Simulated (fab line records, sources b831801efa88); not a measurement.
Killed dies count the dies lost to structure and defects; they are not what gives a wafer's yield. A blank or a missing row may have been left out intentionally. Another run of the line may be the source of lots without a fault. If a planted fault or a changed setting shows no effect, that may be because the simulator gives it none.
fab line records	flow sky130
record: lots: 24	wafers: 72	lastDay: 50
route steps=708 shown DNWELL@43 LI_CONTACT@383 LOCAL_INTERCONNECT@399 CONTACT@420
lots untouched by any fault: they come from a run of this same line in which no faults occurred
startH: start of the lot's first displayed wafer, in hours after the record's first day	waitH: time in hours since the lot's previous step	" identical to the entry in the row above	L1.1+2: several wafers, shown together as one row	- no value, or no start given	* or withheld: withheld	< > ~ a bound
route shown NAME@n: a module of which the file shows steps, and the number in the route of the first	usual: mean/standard deviation of fault-free wafers	same: alike in all rows	chamber/n: place in a boat	sites: the reading at each site	_std_site: their standard deviation	_edge_site: mean of outer sites minus mean of inner sites	radiusMm: for every site, how far away it sits from the centre of the wafer	mask NAME#n: copy n	behind: tool/chamber where the wafer was last shaped	hold: cause of the lot's hold/its duration in hours/its outcome	device: transistor that didn't switch, given as n, p or np	end of line: tests run on the same wafers once the route is complete	for a step that has no rows: nothing shown but its recipe	killed: dies that structure and defects cost at the first sort, which is not the same as the wafer's yield	map: dies across one wafer; x = killed, . = not, _ = none there
set.NAME: setting as actually run; set.NAME@STEP: the setting as run at that earlier step	model.NAME: the simulator's own value behind a step, which no gauge read
the route's steps for a sample of lots (tables are steps, rows are wafers)
services: the hour from which a tool's chamber was out of use, counted from the record's first day as startH (under 0 if before that day), plus the number of hours and why
== steps ==
step: SKY_DNWELL_STRIP_08
recipe: chemistry: O2/N2	powerW: 1400	pressureMtorr: 1500	platenTempC: withheld	o2FlowSccm: 3000	n2FlowSccm: 300	overashFraction: 0.5
usual: drypumpMotorCurrentA: 5.8/0.38	oesProductAu: 0.723/0.0044	stripTimeToEndpointS: 36.94/0.095
lot.wafer	tool	chamber	startH	waitH	drypumpMotorCurrentA	oesProductAu	rfHoursCounterH	stripTimeToEndpointS
L074.1	plasmaAsher-03	1	51.74	0.1	5.3	0.718	37	37.02
L074.5	"	0	"	"	6.3	0.721	-	36.93
L074.6	"	1	"	"	5.3	0.727	-	36.98
L075.4	plasmaAsher-03	1	59.88	0.1	5.3	0.721	-	37.05
L075.5	"	1	"	"	5.4	0.726	-	37.00
L075.6	"	0	"	"	6.2	0.724	-	36.88
L076.2	plasmaAsher-03	0	63.54	0.1	6.2	0.720	38	37.04
L076.3	"	1	"	"	5.3	0.725	-	36.98
L076.4	"	0	"	"	6.2	0.725	-	37.03
L077.3	plasmaAsher-03	1	67.02	0.1	5.4	0.723	-	36.89
L077.5	"	0	"	"	6.2	0.721	-	36.90
L077.6	"	1	"	"	5.4	0.725	-	36.94
L078.3	plasmaAsher-04	1	75.08	0.1	5.4	0.731	-	37.05
L078.4	"	0	"	"	6.0	0.716	-	36.96
L078.5	"	1	"	"	5.3	0.725	-	37.07
L079.3	plasmaAsher-02	0	80.71	0.1	6.2	0.724	-	36.96
L079.4	"	1	"	"	5.6	0.720	-	36.94
L079.5	"	0	"	"	6.2	0.724	-	36.92
L080.1	plasmaAsher-04	1	82.27	0.1	5.4	0.719	40	37.09
L080.3	"	1	"	"	5.3	0.723	-	37.00
L080.5	"	1	"	"	5.4	0.724	-	37.07
L081.4	plasmaAsher-02	1	90.03	0.1	5.6	0.722	-	36.90
L081.5	"	0	"	"	6.2	0.727	-	37.00
L081.6	"	1	"	"	5.6	0.727	-	37.00
L082.3	plasmaAsher-04	1	93.66	0.1	5.4	0.730	-	36.86
L082.4	"	0	"	"	6.0	0.729	-	36.89
L082.6	"	0	"	"	6.0	0.727	-	36.81
L083.1	plasmaAsher-02	1	99.59	0.1	5.6	0.718	28	36.98
L083.2	"	0	"	"	6.2	0.725	28	36.92
L083.6	"	0	"	"	6.2	0.730	-	37.04
L084.1	plasmaAsher-03	1	106.02	0.1	5.4	0.717	42	36.88
L084.3	"	1	"	"	5.3	0.719	-	36.95
L084.6	"	0	"	"	6.2	0.725	-	36.91
L085.1	plasmaAsher-04	1	111.44	0.1	5.4	0.722	43	37.03
L085.5	"	0	"	"	6.0	0.720	-	37.00
L085.6	"	1	"	"	5.3	0.729	-	36.88
L086.1	plasmaAsher-02	1	121.04	0.1	5.6	0.726	30	36.84
L086.3	"	0	"	"	6.2	0.722	-	36.83
L086.4	"	1	"	"	5.6	0.726	-	36.88
L087.1	plasmaAsher-03	1	121.54	0.1	5.4	0.728	0	36.81
L087.3	"	0	"	"	6.2	0.724	-	36.85
L087.6	"	0	"	"	6.2	0.720	-	36.95
L088.1	plasmaAsher-03	1	128.69	0.1	5.3	0.718	1	37.07
L088.3	"	0	"	"	6.1	0.722	-	36.97
L088.4	"	1	"	"	5.3	0.719	-	37.02
L089.1	plasmaAsher-03	0	146.19	0.1	6.2	0.724	3	36.89
L089.4	"	0	"	"	6.3	0.721	-	37.03
L089.5	"	0	"	"	6.2	0.727	-	37.08
L090.2	plasmaAsher-04	1	151.12	0.1	5.4	0.715	46	36.84
L090.3	"	1	"	"	5.4	0.717	-	36.88
L090.5	"	0	"	"	6.0	0.712	-	36.98
L092.1	plasmaAsher-03	1	155.82	0.1	5.4	0.720	3	37.03
L092.3	"	1	"	"	5.4	0.724	-	36.99
L092.5	"	0	"	"	6.2	0.726	-	37.12
L091.1	plasmaAsher-04	1	156.04	0.1	5.4	0.725	46	36.92
L091.3	"	1	"	"	5.3	0.722	-	36.84
L091.5	"	1	"	"	5.4	0.729	-	36.82
L093.1	plasmaAsher-03	1	158.69	0.1	5.4	0.724	4	36.84
L093.3	"	1	"	"	5.3	0.721	-	36.94
L093.5	"	0	"	"	6.2	0.726	-	36.89
L094.3	plasmaAsher-03	1	166.11	0.1	5.4	0.720	-	37.10
L094.5	"	1	"	"	5.4	0.726	-	37.08
L094.6	"	0	"	"	6.2	0.726	-	36.99
L096.3	plasmaAsher-02	0	173.22	0.1	6.2	0.730	-	36.87
L096.4	"	1	"	"	5.6	0.719	-	36.90
L096.5	"	0	"	"	6.2	0.713	-	36.95
L095.2	plasmaAsher-04	0	173.67	0.1	6.0	0.716	48	36.84
L095.4	"	0	"	"	6.0	0.726	-	36.79
L095.6	"	0	"	"	6.0	0.721	-	36.75
L097.1	plasmaAsher-04	1	178.54	0.1	5.4	0.729	49	36.78
L097.4	"	1	"	"	5.3	0.732	-	36.96
L097.5	"	0	"	"	6.0	0.712	-	36.78
step: SKY_LI_CONTACT_CVD_21
recipe: material: W	targetThkNm: 400	timeS: 120.56	tempC: 400	pressureTorr: 40
usual: heaterPowerW: 940/95
lot.wafer	tool	chamber	startH	waitH	heaterPowerW	sinceWetCleanH
L074.1	cvdW-01	0	676.87	0.0	961	773
L074.5	"	0	"	"	984	-
L074.6	"	1	"	"	1052	-
L076.2	cvdW-02	1	690.22	0.0	916	286
L076.3	"	0	"	"	780	-
L076.4	"	1	"	"	909	-
L075.4	cvdW-01	1	690.41	0.1	1046	-
L075.5	"	1	"	"	1013	-
L075.6	"	0	"	"	998	-
L077.3	cvdW-02	0	700.09	0.1	787	-
L077.5	"	0	"	"	800	-
L077.6	"	1	"	"	922	-
L078.3	cvdW-01	0	712.32	0.1	999	-
L078.4	"	1	"	"	1036	-
L078.5	"	1	"	"	1044	-
L079.3	cvdW-01	1	716.31	0.1	1068	-
L079.4	"	0	"	"	952	-
L079.5	"	0	"	"	975	-
L080.1	cvdW-02	0	720.44	0.0	784	316
L080.3	"	1	"	"	953	-
L080.5	"	1	"	"	936	-
L081.4	cvdW-01	0	725.76	0.1	968	-
L081.5	"	0	"	"	985	-
L081.6	"	1	"	"	1041	-
L082.3	cvdW-01	0	743.29	0.1	981	-
L082.4	"	1	"	"	1062	-
L082.6	"	1	"	"	1045	-
L083.1	cvdW-02	0	750.01	0.0	789	346
L083.2	"	1	"	"	951	346
L083.6	"	1	"	"	924	-
L084.1	cvdW-02	1	755.50	0.0	911	352
L084.3	"	0	"	"	804	-
L084.6	"	1	"	"	911	-
L085.1	cvdW-02	0	763.85	0.0	783	360
L085.5	"	0	"	"	789	-
L085.6	"	1	"	"	962	-
L086.1	cvdW-01	0	774.26	0.0	1008	870
L086.3	"	0	"	"	1010	-
L086.4	"	1	"	"	1035	-
L087.1	cvdW-02	1	780.24	0.0	935	376
L087.3	"	1	"	"	898	-
L087.6	"	0	"	"	793	-
L088.1	cvdW-02	1	790.64	0.0	940	387
L088.3	"	0	"	"	800	-
L088.4	"	1	"	"	938	-
L089.1	cvdW-02	0	812.94	0.0	795	409
L089.4	"	1	"	"	942	-
L089.5	"	0	"	"	786	-
L090.2	cvdW-01	0	815.99	0.0	988	912
L090.3	"	0	"	"	978	-
L090.5	"	1	"	"	1033	-
L092.1	cvdW-01	1	822.39	0.0	1093	918
L092.3	"	1	"	"	1046	-
L092.5	"	1	"	"	1073	-
L091.1	cvdW-02	1	838.65	0.0	920	435
L091.3	"	1	"	"	936	-
L091.5	"	1	"	"	922	-
L094.3	cvdW-02	0	839.57	0.1	820	-
L094.5	"	0	"	"	808	-
L094.6	"	1	"	"	918	-
L093.1	cvdW-01	1	839.80	0.0	1072	936
L093.3	"	1	"	"	1067	-
L093.5	"	1	"	"	1043	-
L096.3	cvdW-01	0	846.24	0.1	1002	-
L096.4	"	1	"	"	1077	-
L096.5	"	1	"	"	1075	-
L095.2	cvdW-02	1	846.89	0.0	917	443
L095.4	"	0	"	"	820	-
L095.6	"	0	"	"	809	-
L097.1	cvdW-01	0	852.60	0.0	990	949
L097.4	"	0	"	"	986	-
L097.5	"	0	"	"	997	-
step: SKY_LOCAL_INTERCONNECT_OVL_MEAS_12
usual: LOCAL_INTERCONNECT_OVL: -3/5.4
lot.wafer	tool	chamber	startH	waitH	LOCAL_INTERCONNECT_OVL[nm]
L074.1	overlay-01	-	706.04	0.1	-5
L074.5	"	-	"	"	-10
L074.6	"	-	"	"	-4
L076.2	overlay-02	-	718.73	0.1	5
L076.3	"	-	"	"	-8
L076.4	"	-	"	"	-4
L075.4	overlay-01	-	718.91	0.1	-7
L075.5	"	-	"	"	-5
L075.6	"	-	"	"	-5
L077.3	overlay-01	-	726.37	0.1	3
L077.5	"	-	"	"	-1
L077.6	"	-	"	"	5
L078.3	overlay-01	-	743.74	0.1	-9
L078.4	"	-	"	"	-7
L078.5	"	-	"	"	-7
L079.3	overlay-02	-	745.05	0.1	-5
L079.4	"	-	"	"	-1
L079.5	"	-	"	"	1
L080.1	overlay-02	-	749.41	0.1	-9
L080.3	"	-	"	"	-5
L080.5	"	-	"	"	-9
L081.4	overlay-02	-	753.50	0.1	-7
L081.5	"	-	"	"	3
L081.6	"	-	"	"	2
L082.3	overlay-01	-	771.14	0.1	-14
L082.4	"	-	"	"	-5
L082.6	"	-	"	"	-6
L083.1	overlay-01	-	777.56	0.1	-5
L083.2	"	-	"	"	-6
L083.6	"	-	"	"	-6
L084.1	overlay-01	-	782.49	0.1	-11
L084.3	"	-	"	"	-9
L084.6	"	-	"	"	-13
L085.1	overlay-01	-	790.91	0.1	3
L085.5	"	-	"	"	8
L085.6	"	-	"	"	8
L086.1	overlay-01	-	801.28	0.1	-8
L086.3	"	-	"	"	-3
L086.4	"	-	"	"	-7
L087.1	overlay-02	-	807.46	0.1	-5
L087.3	"	-	"	"	-4
L087.6	"	-	"	"	-4
L088.1	overlay-01	-	817.40	0.1	-5
L088.3	"	-	"	"	-4
L088.4	"	-	"	"	1
L089.1	overlay-02	-	839.54	0.1	-14
L089.4	"	-	"	"	1
L089.5	"	-	"	"	-6
L090.2	overlay-01	-	843.37	0.1	-1
L090.3	"	-	"	"	-10
L090.5	"	-	"	"	-3
L092.1	overlay-02	-	849.53	0.1	7
L092.3	"	-	"	"	2
L092.5	"	-	"	"	4
L091.1	overlay-02	-	865.58	0.1	7
L091.3	"	-	"	"	7
L091.5	"	-	"	"	1
L094.3	overlay-02	-	866.87	0.1	6
L094.5	"	-	"	"	5
L094.6	"	-	"	"	5
L093.1	overlay-01	-	866.89	0.1	-1
L093.3	"	-	"	"	-1
L093.5	"	-	"	"	-1
L096.3	overlay-01	-	872.74	0.1	4
L096.4	"	-	"	"	9
L096.5	"	-	"	"	5
L095.2	overlay-02	-	873.50	0.1	-7
L095.4	"	-	"	"	-7
L095.6	"	-	"	"	-1
L097.1	overlay-01	-	878.86	0.1	-6
L097.4	"	-	"	"	-2
L097.5	"	-	"	"	-1
step: SKY_CONTACT_CD_MEAS_14
recipe: targetCdNm: 170
usual: cdNm: 170.0/1.5
lot.wafer	tool	chamber	startH	waitH	cdNm
L074.1	cdSem-01	-	740.79	-	170.2
L074.5	"	-	"	"	171.5
L074.6	"	-	"	"	171.1
L076.2	cdSem-01	-	747.46	-	169.1
L076.3	"	-	"	"	167.8
L076.4	"	-	"	"	169.6
L075.4	cdSem-02	-	748.28	-	169.7
L075.5	"	-	"	"	170.2
L075.6	"	-	"	"	168.8
L077.3	cdSem-02	-	754.13	-	168.8
L077.5	"	-	"	"	169.2
L077.6	"	-	"	"	171.0
L078.3	cdSem-02	-	772.08	-	173.0
L078.4	"	-	"	"	173.9
L078.5	"	-	"	"	172.7
L079.3	cdSem-02	-	773.48	-	170.1
L079.4	"	-	"	"	168.7
L079.5	"	-	"	"	171.6
L080.1	cdSem-01	-	777.69	-	170.5
L080.3	"	-	"	"	169.3
L080.5	"	-	"	"	169.6
L081.4	cdSem-02	-	781.25	-	168.6
L081.5	"	-	"	"	169.6
L081.6	"	-	"	"	170.8
L082.3	cdSem-02	-	798.73	-	171.8
L082.4	"	-	"	"	172.0
L082.6	"	-	"	"	172.1
L083.1	cdSem-02	-	804.84	-	168.9
L083.2	"	-	"	"	169.3
L083.6	"	-	"	"	169.5
L084.1	cdSem-02	-	809.79	-	169.7
L084.3	"	-	"	"	171.2
L084.6	"	-	"	"	170.9
L085.1	cdSem-01	-	818.34	-	171.7
L085.5	"	-	"	"	171.1
L085.6	"	-	"	"	171.9
L086.1	cdSem-01	-	829.69	-	167.6
L086.3	"	-	"	"	165.0
L086.4	"	-	"	"	165.0
L087.1	cdSem-02	-	835.14	-	170.8
L087.3	"	-	"	"	172.4
L087.6	"	-	"	"	171.6
L088.1	cdSem-01	-	845.12	-	171.8
L088.3	"	-	"	"	170.9
L088.4	"	-	"	"	171.5
L089.1	cdSem-01	-	867.12	-	168.7
L089.4	"	-	"	"	168.3
L089.5	"	-	"	"	167.9
L090.2	cdSem-02	-	870.86	-	170.5
L090.3	"	-	"	"	169.7
L090.5	"	-	"	"	170.2
L092.1	cdSem-01	-	877.14	-	172.1
L092.3	"	-	"	"	171.2
L092.5	"	-	"	"	170.7
L091.1	cdSem-01	-	893.12	-	170.3
L091.3	"	-	"	"	169.5
L091.5	"	-	"	"	170.4
L094.3	cdSem-02	-	893.93	-	170.6
L094.5	"	-	"	"	169.5
L094.6	"	-	"	"	170.4
L093.1	cdSem-02	-	894.27	-	169.1
L093.3	"	-	"	"	169.1
L093.5	"	-	"	"	169.0
L096.3	cdSem-01	-	899.93	-	169.8
L096.4	"	-	"	"	170.6
L096.5	"	-	"	"	169.1
L095.2	cdSem-02	-	900.41	-	169.1
L095.4	"	-	"	"	169.9
L095.6	"	-	"	"	170.4
L097.1	cdSem-01	-	905.64	-	168.3
L097.4	"	-	"	"	169.0
L097.5	"	-	"	"	168.2
step: SKY_CONTACT_STRIP_19
recipe: chemistry: O2/N2	powerW: 1400	pressureMtorr: 1500	platenTempC: withheld	o2FlowSccm: 3000	n2FlowSccm: 300	overashFraction: 0.5
usual: drypumpMotorCurrentA: 5.7/0.52	oesProductAu: 0.380/0.0047	stripTimeToEndpointS: 3.621/0.028
lot.wafer	tool	chamber	startH	waitH	drypumpMotorCurrentA	oesProductAu	rfHoursCounterH	stripTimeToEndpointS
L074.1	plasmaAsher-02	0	741.07	-	6.2	0.375	94	3.605
L074.5	"	1	"	"	5.6	0.373	-	3.631
L074.6	"	0	"	"	6.2	0.378	-	3.619
L076.2	plasmaAsher-02	0	747.73	-	6.2	0.384	95	3.581
L076.3	"	1	"	"	5.6	0.383	-	3.644
L076.4	"	0	"	"	6.2	0.376	-	3.593
L075.4	plasmaAsher-04	1	748.54	-	5.4	0.380	-	3.626
L075.5	"	1	"	"	5.4	0.386	-	3.628
L075.6	"	0	"	"	6.0	0.380	-	3.614
L077.3	plasmaAsher-01	1	754.41	-	4.8	0.382	-	3.652
L077.5	"	0	"	"	6.3	0.379	-	3.603
L077.6	"	1	"	"	4.8	0.379	-	3.621
L078.3	plasmaAsher-01	0	772.36	-	6.3	0.379	-	3.622
L078.4	"	1	"	"	4.8	0.378	-	3.595
L078.5	"	1	"	"	4.9	0.384	-	3.671
L079.3	plasmaAsher-02	0	773.76	-	6.2	0.379	-	3.650
L079.4	"	1	"	"	5.6	0.372	-	3.582
L079.5	"	1	"	"	5.6	0.382	-	3.607
L080.1	plasmaAsher-02	1	777.97	-	5.6	0.383	98	3.661
L080.3	"	1	"	"	5.6	0.383	-	3.604
L080.5	"	1	"	"	5.6	0.376	-	3.591
L081.4	plasmaAsher-01	1	781.51	-	4.8	0.379	-	3.674
L081.5	"	0	"	"	6.3	0.382	-	3.647
L081.6	"	1	"	"	4.8	0.381	-	3.676
L082.3	plasmaAsher-01	1	799.01	-	4.8	0.380	-	3.574
L082.4	"	0	"	"	6.3	0.374	-	3.575
L082.6	"	1	"	"	4.8	0.378	-	3.586
L083.1	plasmaAsher-01	1	805.12	-	4.9	0.382	6	3.605
L083.2	"	0	"	"	6.3	0.373	6	3.586
L083.6	"	1	"	"	4.8	0.381	-	3.560
L084.1	plasmaAsher-02	1	810.08	-	5.6	0.382	101	3.580
L084.3	"	1	"	"	5.6	0.381	-	3.607
L084.6	"	0	"	"	6.2	0.377	-	3.591
L085.1	plasmaAsher-04	1	818.62	-	5.4	0.381	39	3.640
L085.5	"	0	"	"	6.0	0.377	-	3.603
L085.6	"	1	"	"	5.4	0.379	-	3.627
L086.1	plasmaAsher-04	1	829.97	-	5.4	0.377	40	3.563
L086.3	"	0	"	"	6.0	0.385	-	3.609
L086.4	"	1	"	"	5.4	0.378	-	3.592
L087.1	plasmaAsher-01	1	835.42	-	4.8	0.373	9	3.595
L087.3	"	0	"	"	6.3	0.391	-	3.644
L087.6	"	0	"	"	6.3	0.387	-	3.631
L088.1	plasmaAsher-02	1	845.41	-	5.6	0.386	105	3.646
L088.3	"	1	"	"	5.6	0.381	-	3.619
L088.4	"	0	"	"	6.2	0.378	-	3.631
L089.1	plasmaAsher-02	0	867.41	-	6.2	0.381	107	3.616
L089.4	"	1	"	"	5.6	0.385	-	3.657
L089.5	"	1	"	"	5.6	0.379	-	3.600
L090.2	plasmaAsher-04	1	871.13	-	5.3	0.385	45	3.650
L090.3	"	1	"	"	5.4	0.379	-	3.652
L090.5	"	1	"	"	5.4	0.376	-	3.656
L092.1	plasmaAsher-01	1	877.42	-	4.8	0.379	12	3.608
L092.3	"	0	"	"	6.3	0.373	-	3.610
L092.5	"	0	"	"	6.3	0.382	-	3.597
L091.1	plasmaAsher-04	0	893.41	-	6.0	0.381	47	3.595
L091.3	"	0	"	"	6.0	0.387	-	3.676
L091.5	"	0	"	"	6.0	0.377	-	3.590
L094.3	plasmaAsher-01	1	894.21	-	4.8	0.387	-	3.641
L094.5	"	0	"	"	6.3	0.382	-	3.646
L094.6	"	1	"	"	4.8	0.382	-	3.619
L093.1	plasmaAsher-02	0	894.56	-	6.3	0.391	110	3.670
L093.3	"	0	"	"	6.2	0.381	-	3.594
L093.5	"	0	"	"	6.2	0.379	-	3.631
L096.3	plasmaAsher-02	1	900.21	-	5.6	0.381	-	3.615
L096.4	"	0	"	"	6.2	0.374	-	3.587
L096.5	"	1	"	"	5.6	0.391	-	3.625
L095.2	plasmaAsher-04	0	900.67	-	6.0	0.385	48	3.623
L095.4	"	0	"	"	6.0	0.380	-	3.656
L095.6	"	1	"	"	5.4	0.376	-	3.602
L097.1	plasmaAsher-02	1	905.92	-	5.6	0.387	111	3.636
L097.4	"	1	"	"	5.6	0.388	-	3.640
L097.5	"	0	"	"	6.2	0.381	-	3.630
step: SKY_CONTACT_CVD_24
recipe: material: W	targetThkNm: 340	timeS: 102.12	tempC: 400	pressureTorr: 40
usual: heaterPowerW: 938/94
lot.wafer	tool	chamber	startH	waitH	heaterPowerW	sinceWetCleanH
L074.1	cvdW-01	1	741.73	0.0	1022	838
L074.5	"	0	"	"	995	-
L074.6	"	1	"	"	1057	-
L076.2	cvdW-02	1	748.40	0.0	911	344
L076.3	"	0	"	"	808	-
L076.4	"	1	"	"	948	-
L075.4	cvdW-01	1	749.21	0.1	1053	-
L075.5	"	0	"	"	971	-
L075.6	"	1	"	"	1051	-
L077.3	cvdW-01	0	755.08	0.1	968	-
L077.5	"	1	"	"	1050	-
L077.6	"	0	"	"	977	-
L078.3	cvdW-01	1	773.08	0.1	1047	-
L078.4	"	0	"	"	1001	-
L078.5	"	0	"	"	1020	-
L079.3	cvdW-02	0	774.43	0.1	800	-
L079.4	"	1	"	"	925	-
L079.5	"	1	"	"	929	-
L080.1	cvdW-01	0	778.64	0.0	971	875
L080.3	"	0	"	"	988	-
L080.5	"	0	"	"	988	-
L081.4	cvdW-02	0	782.25	0.1	783	-
L081.5	"	1	"	"	934	-
L081.6	"	0	"	"	798	-
L082.3	cvdW-01	1	799.67	0.1	1057	-
L082.4	"	0	"	"	984	-
L082.6	"	1	"	"	1050	-
L083.1	cvdW-01	0	805.78	0.0	999	902
L083.2	"	1	"	"	1046	902
L083.6	"	1	"	"	1055	-
L084.1	cvdW-02	0	810.74	0.0	791	407
L084.3	"	0	"	"	792	-
L084.6	"	0	"	"	792	-
L085.1	cvdW-02	1	819.31	0.0	952	415
L085.5	"	0	"	"	808	-
L085.6	"	1	"	"	934	-
L086.1	cvdW-02	1	830.66	0.0	948	427
L086.3	"	0	"	"	787	-
L086.4	"	1	"	"	928	-
L087.1	cvdW-01	0	836.08	0.0	986	932
L087.3	"	1	"	"	1062	-
L087.6	"	1	"	"	1068	-
L088.1	cvdW-02	1	846.13	0.0	916	442
L088.3	"	0	"	"	827	-
L088.4	"	1	"	"	933	-
L089.1	cvdW-02	0	868.08	0.0	824	464
L089.4	"	0	"	"	805	-
L089.5	"	0	"	"	795	-
L090.2	cvdW-02	0	871.80	0.0	823	468
L090.3	"	1	"	"	943	-
L090.5	"	1	"	"	922	-
L092.1	cvdW-01	1	878.09	0.0	1076	974
L092.3	"	0	"	"	962	-
L092.5	"	0	"	"	953	-
L091.1	cvdW-02	0	894.06	0.0	817	490
L091.3	"	1	"	"	946	-
L091.5	"	0	"	"	809	-
L094.3	cvdW-01	0	894.87	0.1	980	-
L094.5	"	1	"	"	1070	-
L094.6	"	0	"	"	995	-
L093.1	cvdW-02	0	895.21	0.0	806	491
L093.3	"	0	"	"	811	-
L093.5	"	0	"	"	789	-
L096.3	cvdW-01	0	900.87	0.1	1006	-
L096.4	"	1	"	"	1086	-
L096.5	"	0	"	"	962	-
L095.2	cvdW-02	0	901.33	0.0	791	497
L095.4	"	0	"	"	812	-
L095.6	"	1	"	"	904	-
L097.1	cvdW-02	1	906.58	0.0	949	503
L097.4	"	0	"	"	833	-
L097.5	"	0	"	"	811	-
== services ==
tool	chamber	startH	hours	kind
cvdW-01	-	88.63	2.4	repair
cvdW-02	0	115.69	5.3	repair
cvdW-01	-	172.28	6.9	pm
cvdW-02	-	212.06	1.4	repair
cvdW-02	1	262.64	2.7	repair
cvdW-02	-	273.49	1.8	repair
cvdW-02	-	284.74	2.8	pm
plasmaAsher-02	-	300.83	0.4	repair
plasmaAsher-02	-	332.70	3.2	repair
cvdW-02	0	350.82	21.6	repair
cvdW-02	-	390.00	14.0	pm
cvdW-01	1	415.65	6.8	repair
plasmaAsher-02	-	432.04	2.8	pm
cvdW-02	0	446.57	2.6	repair
cvdW-01	1	488.66	5.9	repair
cvdW-01	-	588.34	2.8	pm
cvdW-02	1	602.97	15.8	repair
plasmaAsher-02	-	618.78	1.1	repair
cvdW-01	1	633.64	4.8	repair
cvdW-01	-	699.72	1.4	repair
cvdW-02	1	758.84	3.7	repair
plasmaAsher-02	-	781.52	1.0	repair
cvdW-01	-	810.00	3.8	pm
cvdW-01	-	904.00	14.0	pm
== key ==
fault none
